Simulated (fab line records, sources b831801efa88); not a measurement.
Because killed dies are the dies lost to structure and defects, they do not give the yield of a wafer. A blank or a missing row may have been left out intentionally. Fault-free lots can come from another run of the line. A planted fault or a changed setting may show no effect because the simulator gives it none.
Chamber matching + flow gf180mcu + GF_V3_ETCH_16 on rie diel-04 has 4 sister chambers
The step etches BARC in N2/H2. 4 wafers are shown with their chamber, then 11 later ones without.

== EACH WAFER AND ITS CHAMBER ==
| wafer  | chamber | drypump motor current A (A) |
|--------|---------|-----------------------------|
| L087.1 | 1       | 5.9                         |
| L087.5 | 0       | 6.1                         |
| L087.6 | 3       | 6.4                         |
| L088.1 | 2       | 5.6                         |

== WAFERS WHOSE CHAMBER IS MISSING ==
| wafer  | drypump motor current A (A) |
|--------|-----------------------------|
| L088.2 | 5.9                         |
| L088.3 | 6.1                         |
| L088.4 | 6.4                         |
| L088.5 | 6.1                         |
| L088.6 | 6.4                         |
| L089.1 | 5.6                         |
| L089.2 | 6.4                         |
| L089.3 | 6.2                         |
| L094.2 | 6.4                         |
| L094.3 | 5.9                         |
| L094.4 | 6.3                         |

== WHICH CHAMBER EACH ONE RAN IN ==
| wafer  | from the rows above | in truth |
|--------|---------------------|----------|
| L088.2 | 1                   | 1        |
| L088.3 | 0                   | 0        |
| L088.4 | 3                   | 3        |
| L088.5 | 0                   | 0        |
| L088.6 | 3                   | 3        |
| L089.1 | 2                   | 2        |
| L089.2 | 3                   | 3        |
| L089.3 | 0                   | 0        |
| L094.2 | 3                   | 3        |
| L094.3 | 1                   | 1        |
| L094.4 | 3                   | 3        |
11 of 11 placed correctly. Left unplaced by these rows: 0. Number placed wrongly: 0.
How it was worked out, from the rows above alone: a wafer's distance from a chamber is the root of the sum, over the readings, of the square of ((its reading less the chamber's mean) divided by the reading's scatter). If the next closest chamber is less than 2 further off than the closest, the wafer can't be placed; otherwise it belongs to the closest. For every chamber, the mean is computed from those of its wafers that are shown. The scatter (one wafer shown for each chamber): square how far every hidden wafer sits from the nearest shown wafer, average those squares and take the square root.
